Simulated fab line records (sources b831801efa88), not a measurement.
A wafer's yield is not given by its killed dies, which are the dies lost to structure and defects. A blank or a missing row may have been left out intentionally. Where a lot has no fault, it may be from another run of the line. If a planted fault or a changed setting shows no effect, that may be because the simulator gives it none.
The tool behind it: which one? :: flow gf180mcu :: 7 lots with 21 wafers sampled at 2 steps, on a route of 602 steps

WHAT THE GAUGES READ, wafer by wafer
GF_PSD_CD_MEAS_07: target cd 400 nm.
lot: L989
measured: day 15 02:35
on: cdSem-01
cdNm (nm): 401.4 399.0 400.5

lot: L991
measured: day 15 23:40
on: cdSem-01
cdNm (nm): 399.8 399.0 401.1

lot: L994
measured: day 16 15:53
on: cdSem-01
cdNm (nm): - - -

lot: L996
measured: day 17 06:18
on: cdSem-02
cdNm (nm): 396.2 399.1 399.3

lot: L103
measured: day 19 20:07
on: cdSem-02
cdNm (nm): 397.4 397.9 399.5

lot: L106
measured: day 20 23:41
on: cdSem-01
cdNm (nm): 401.0 401.0 399.3

lot: L109
measured: day 22 05:22
on: cdSem-02
cdNm (nm): 397.9 398.6 398.5

WHAT TOOL EACH LOT RAN ON (gives the tool, then ch and the chambers of the sampled wafers, and finally the start)
lot: L989
GF_PSD_COAT_02: lithoTrack-02 ch 0, day 14 15:53

lot: L991
GF_PSD_COAT_02: lithoTrack-03 ch 0, day 15 13:01

lot: L994
GF_PSD_COAT_02: lithoTrack-03, day 16 04:29

lot: L996
GF_PSD_COAT_02: lithoTrack-02 ch 0, day 16 18:37

lot: L103
GF_PSD_COAT_02: lithoTrack-03 ch 0, day 19 07:21

lot: L106
GF_PSD_COAT_02: lithoTrack-01 ch 0, day 20 11:30

lot: L109
GF_PSD_COAT_02: lithoTrack-02 ch 0, day 21 17:20
- GF_PSD_COAT_02: resist thk 1000 nm.

THE ANSWER, worked out from the rows above alone
Rule: what is usual is taken from the lots themselves. Put in order of their means at a reading, lots are off if they are a third of the lots or fewer, leave a main group of 4 or more, and stand apart from it by a gap of 3 or more times the standard deviation of the main group's means; of several such gaps the widest counts. A main group whose means are all the same, to the digits that the tables above print for the reading, isn't used. Also off: a lot with no number at a reading for which 4 or more lots have one. The other lots that the step has rows for count as sound.
Off at GF_PSD_CD_MEAS_07 (cdNm): L994. Without a number there: L994. The main group: mean 399.2 nm, standard deviation 0.99.
If a tool, at a process step before that reading, ran all the lots that are off and no sound lot after the first of them, it fits. Those tools and the gauges at GF_PSD_CD_MEAS_07 are tried in the same way. No candidate that was tried fits.

WHAT HAD BEEN PUT IN BY THE SIMULATOR
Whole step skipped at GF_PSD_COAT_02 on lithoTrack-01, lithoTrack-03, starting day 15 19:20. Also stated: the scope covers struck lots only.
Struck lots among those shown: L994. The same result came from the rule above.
